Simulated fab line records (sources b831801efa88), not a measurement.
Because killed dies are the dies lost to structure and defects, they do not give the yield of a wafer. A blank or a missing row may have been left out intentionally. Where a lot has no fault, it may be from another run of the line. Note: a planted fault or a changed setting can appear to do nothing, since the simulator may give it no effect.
Which tool is to blame? ; flow sky130 ; 18 wafers from 6 lots sampled at 2 of the route's 708 steps

== WHAT THE GAUGES SHOWED, per wafer ==
SKY_LDD_LDN_TW_MEAS_13.
lot;measured;on;LDD_LDN_TW
L128;day 24 03:06;film metro-04;1493 1485 1487
L130;day 25 00:53;film metro-01;1495 1487 1492
L132;day 25 15:18;film metro-01;1497 1489 1488
L138;day 28 00:41;film metro-04;1490 1491 1483
L144;day 29 23:50;film metro-04;1392 1388 1378
L146;day 30 11:58;film metro-01;1369 1373 1380

== TOOL THAT RAN EACH LOT (tool first, then ch and the chambers of the sampled wafers, then the start) ==
lot;SKY_LDD_LDN_IMPLANT_10
L128;implanter-02 ch 0, day 24 02:43
L130;implanter-02 ch 0, day 25 00:29
L132;implanter-04 ch 0, day 25 14:55
L138;implanter-03 ch 0, day 28 00:17
L144;implanter-03 ch 0, day 29 23:26
L146;implanter-03 ch 0, day 30 11:36
- SKY_LDD_LDN_IMPLANT_10

== THE ANSWER, worked out from the rows above alone ==
Rule: what is usual is taken from the lots themselves. Put in order of their means at a reading, lots are off if they are a third of the lots or fewer, leave a main group of 4 or more, and stand apart from it by a gap of 3 or more times the standard deviation of the main group's means; of several such gaps the widest counts. Not used: any main group whose means are identical at the precision the tables above print for the reading. Also off: a lot with no number at a reading for which 4 or more lots have one. All remaining lots with rows at the step are treated as sound.
Off: at SKY_LDD_LDN_TW_MEAS_13 (LDD_LDN_TW), L144, L146. The main group: mean 1490, standard deviation 1.6.
A tool fits if, at a process step before that reading, it ran every lot that is off, and no sound lot after the first of them. The gauges at SKY_LDD_LDN_TW_MEAS_13 are tried like those tools. One fits: SKY_LDD_LDN_IMPLANT_10 on implanter-03. Its last sound lot is L138 (day 28 00:17), its first lot that is off L144 (day 29 23:26): a fault that began between those two fits.

== WHAT THE SIMULATOR HAD INSERTED ==
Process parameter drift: implanter-03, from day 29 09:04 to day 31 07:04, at SKY_LDD_LDN_IMPLANT_10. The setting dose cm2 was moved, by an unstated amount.
Shown lots that were struck: L144, L146. The same result came from the rule above.
